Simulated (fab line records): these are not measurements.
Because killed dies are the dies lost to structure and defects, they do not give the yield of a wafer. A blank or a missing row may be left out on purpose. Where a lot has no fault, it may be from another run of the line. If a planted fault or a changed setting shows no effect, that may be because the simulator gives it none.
Which tool was responsible? | flow gf180mcu | 12 lots, 36 wafers sampled, at 6 steps of a route of 602

== WHAT THE GAUGES SHOWED, per wafer ==
GF_DUAL_GATE_OVL_MEAS_11. Usual: DUAL_GATE_OVL typically reads 0.2 nm, with standard deviation 1.3.
lot  | measured     | on         | DUAL_GATE_OVL (nm) | flag
L888 | day 8 17:44  | overlay-02 | 1.0 -2.2 -0.3      |
L890 | day 9 05:43  | overlay-01 | 2.9 2.0 2.9        |
L891 | day 9 12:20  | overlay-01 | 2.3 1.9 0.5        |
L892 | day 9 16:47  | overlay-01 | -0.8 1.2 0.6       |
L895 | day 10 17:01 | overlay-01 | -0.9 -0.6 -1.3     |
L896 | day 11 01:05 | overlay-01 | 1.5 -0.9 -0.6      |
L897 | day 11 06:29 | overlay-02 | -0.1 -0.6 -0.7     |
L903 | day 12 23:44 | overlay-01 | 0.0 2.0 -0.2       |
L907 | day 14 02:31 | overlay-01 | 1.4 2.3 -1.1       |
L909 | day 14 18:53 | overlay-02 | -0.9 0.3 -0.1      |
L910 | day 14 23:59 | overlay-01 | 0.8 1.3 1.5        |
L911 | day 15 08:35 | overlay-01 | -0.3 -1.4 0.0      |

GF_HV_LDD_CD_MEAS_31 targets a cd of 400 nm. Usual: 399.3 nm for cd-nm, sd 2.2.
lot  | measured     | on        | cd-nm (nm)        | flag
L888 | day 12 01:46 | cd-sem-01 | 397.6 397.1 397.7 |
L890 | day 12 15:40 | cd-sem-01 | 400.2 400.2 399.2 |
L891 | day 12 21:25 | cd-sem-02 | 397.1 395.9 394.8 |
L892 | day 13 03:43 | cd-sem-01 | 398.2 396.9 398.5 |
L895 | day 14 08:22 | cd-sem-02 | 399.8 399.2 397.2 |
L896 | day 14 16:16 | cd-sem-02 | 402.9 405.7 401.4 |
L897 | day 14 21:17 | cd-sem-01 | - - -             | OFF
L903 | day 16 20:59 | cd-sem-01 | 398.4 399.9 400.5 |
L907 | day 18 02:46 | cd-sem-01 | 395.9 397.6 398.7 |
L909 | day 18 21:54 | cd-sem-02 | 399.0 400.5 397.0 |
L910 | day 19 05:14 | cd-sem-02 | 397.2 397.5 398.8 |
L911 | day 19 11:59 | cd-sem-02 | 401.0 399.7 400.5 |

GF_HV_LDD_TW_MEAS_38. Usual: HV_LDD_3_TW typically reads 1426, with standard deviation 7.5.
lot  | measured     | on            | HV_LDD_3_TW    | flag
L888 | day 12 02:38 | film-metro-01 | 1419 1421 1421 |
L890 | day 12 16:32 | film-metro-02 | 1433 1436 1429 |
L891 | day 12 22:16 | film-metro-01 | 1429 1429 1428 |
L892 | day 13 04:33 | film-metro-01 | 1424 1416 1418 |
L895 | day 14 09:14 | film-metro-01 | 1417 1422 1426 |
L896 | day 14 17:07 | film-metro-01 | 1422 1424 1424 |
L897 | day 14 22:28 | film-metro-01 | 30 30 30       | OFF
L903 | day 16 21:50 | film-metro-04 | 1433 1443 1431 |
L907 | day 18 03:38 | film-metro-04 | 1441 1440 1438 |
L909 | day 18 22:45 | film-metro-02 | 1431 1430 1425 |
L910 | day 19 06:05 | film-metro-02 | 1425 1431 1426 |
L911 | day 19 12:50 | film-metro-02 | 1428 1430 1427 |

GF_HV_LDD_CD_MEAS_46 targets a cd of 400 nm. Usual: 399.9 nm for cd-nm, sd 1.9.
lot  | measured     | on        | cd-nm (nm)        | flag
L888 | day 12 22:34 | cd-sem-01 | 401.5 400.3 398.4 |
L890 | day 13 13:10 | cd-sem-01 | 397.9 396.4 396.0 |
L891 | day 13 18:37 | cd-sem-02 | 399.6 400.6 400.3 |
L892 | day 14 00:19 | cd-sem-02 | 401.9 403.1 403.1 |
L895 | day 15 06:37 | cd-sem-02 | 401.1 404.5 404.7 |
L896 | day 15 14:19 | cd-sem-02 | 396.4 398.8 401.1 |
L897 | day 15 20:44 | cd-sem-01 | 401.0 401.5 399.0 |
L903 | day 17 21:27 | cd-sem-01 | 401.0 399.2 397.1 |
L907 | day 19 04:37 | cd-sem-01 | 397.7 397.1 396.3 |
L909 | day 19 23:38 | cd-sem-02 | 403.4 401.6 400.4 |
L910 | day 20 06:35 | cd-sem-02 | 398.6 398.0 399.3 |
L911 | day 20 12:50 | cd-sem-01 | 400.6 399.6 401.9 |

== WHAT TOOL EACH LOT RAN ON (gives the tool, then ch and the chambers of the sampled wafers, and finally the start) ==
lot  | GF_HV_LDD_EXPOSE_28                 | GF_HV_LDD_STRIP_37
L888 | iline-stepper-02 ch 0, day 11 16:23 | plasma-asher-04 ch 0,1, day 12 02:32
L890 | iline-stepper-02 ch 0, day 12 06:11 | plasma-asher-02 ch 0,1, day 12 16:26
L891 | iline-stepper-02 ch 0, day 12 11:46 | plasma-asher-01 ch 0,1, day 12 22:10
L892 | iline-stepper-01 ch 0, day 12 17:57 | plasma-asher-02 ch 0,1, day 13 04:28
L895 | iline-stepper-02 ch 0, day 13 22:12 | plasma-asher-01 ch 0,1, day 14 09:08
L896 | iline-stepper-01 ch 0, day 14 05:56 | plasma-asher-04 ch 0,1, day 14 17:01
L897 | iline-stepper-01 ch 0, day 14 10:54 | plasma-asher-04 ch 0,1, day 14 22:22
L903 | iline-stepper-02 ch 0, day 16 09:40 | plasma-asher-01 ch 1, day 16 21:44
L907 | iline-stepper-01 ch 0, day 17 15:49 | plasma-asher-04 ch 0,1, day 18 03:32
L909 | iline-stepper-02 ch 0, day 18 09:05 | plasma-asher-04 ch 0,1, day 18 22:38
L910 | iline-stepper-02 ch 0, day 18 17:11 | plasma-asher-01 ch 0,1, day 19 05:58
L911 | iline-stepper-01 ch 0, day 19 00:10 | plasma-asher-01 ch 0,1, day 19 12:43
- GF_HV_LDD_EXPOSE_28: exposes mask Nplus HV AREA, target cd 400 nm.
- GF_HV_LDD_STRIP_37: strips in O2/N2.

== AS READ BY THE TOOLS THEMSELVES (means over the sampled wafers that have a number; for cases with no such wafer, the mark the record gives instead) ==
GF_HV_LDD_EXPOSE_28. Usual: stage-vel-mm-s 500.04 mm/s, standard deviation 0.24.
lot  | tool             | stage-vel-mm-s (mm/s) | flag
L888 | iline-stepper-02 | 499.88                |
L890 | iline-stepper-02 | 500.27                |
L891 | iline-stepper-02 | 500.02                |
L892 | iline-stepper-01 | 500.24                |
L895 | iline-stepper-02 | 500.07                |
L896 | iline-stepper-01 | 500.17                |
L897 | iline-stepper-01 | 499.88                |
L903 | iline-stepper-02 | 499.83                |
L907 | iline-stepper-01 | 499.55                |
L909 | iline-stepper-02 | 500.13                |
L910 | iline-stepper-02 | 500.19                |
L911 | iline-stepper-01 | 499.86                |

GF_HV_LDD_STRIP_37. Usual: drypump-motor-current-A 5.55 A, standard deviation 0.28; heater-power-w 338 W, standard deviation 27; oes-product-au 0.716 a.u., standard deviation 0.0047; strip-time-to-endpoint-s 12.62 s, standard deviation 0.033.
lot  | tool            | drypump-motor-current-A (A) | heater-power-w (W) | oes-product-au (a.u.) | strip-time-to-endpoint-s (s) | flag
L888 | plasma-asher-04 | 5.51                        | 323                | 0.716                 | 12.64                        |
L890 | plasma-asher-02 | 5.89                        | 358                | 0.715                 | 12.63                        |
L891 | plasma-asher-01 | 5.46                        | 359                | 0.718                 | 12.63                        |
L892 | plasma-asher-02 | 5.86                        | 355                | 0.719                 | 12.62                        |
L895 | plasma-asher-01 | 5.37                        | 348                | 0.719                 | 12.62                        |
L896 | plasma-asher-04 | 5.52                        | 324                | 0.717                 | 12.54                        |
L897 | plasma-asher-04 | 5.58                        | 312                | 0.715                 | 12.63                        |
L903 | plasma-asher-01 | 5.25                        | 330                | 0.720                 | 12.61                        |
L907 | plasma-asher-04 | 5.56                        | 323                | 0.714                 | 12.60                        |
L909 | plasma-asher-04 | 5.58                        | 315                | 0.712                 | 12.63                        |
L910 | plasma-asher-01 | 5.36                        | 343                | 0.712                 | 12.63                        |
L911 | plasma-asher-01 | 5.49                        | 361                | 0.719                 | 12.61                        |

== THE ANSWER, worked out from the rows above alone ==
Rule: a lot is off if the mean of its wafers that have a number lies more than 3 standard deviations from the usual mean. Also off: a lot with no number at a reading for which 4 or more lots have one. Any other lot the step has rows for is counted as sound. First the gauges in route order, then the tools' own readings, where a lot's mean is used as printed above. The first step at which some lot is off is used, and at that step the reading that is off furthest; a lot without a number counts as furthest.
Off: L897 (GF_HV_LDD_CD_MEAS_31, cd-nm). Without a number there: L897.
If a tool, at a process step before that reading, ran all the lots that are off and no sound lot after the first of them, it fits. Not tried: the gauges at GF_HV_LDD_CD_MEAS_31; whatever is off there is also off at GF_HV_LDD_TW_MEAS_38, on other tools, and gauge error can't account for it. No candidate that was tried fits.

== WHAT THE SIMULATOR HAD INSERTED ==
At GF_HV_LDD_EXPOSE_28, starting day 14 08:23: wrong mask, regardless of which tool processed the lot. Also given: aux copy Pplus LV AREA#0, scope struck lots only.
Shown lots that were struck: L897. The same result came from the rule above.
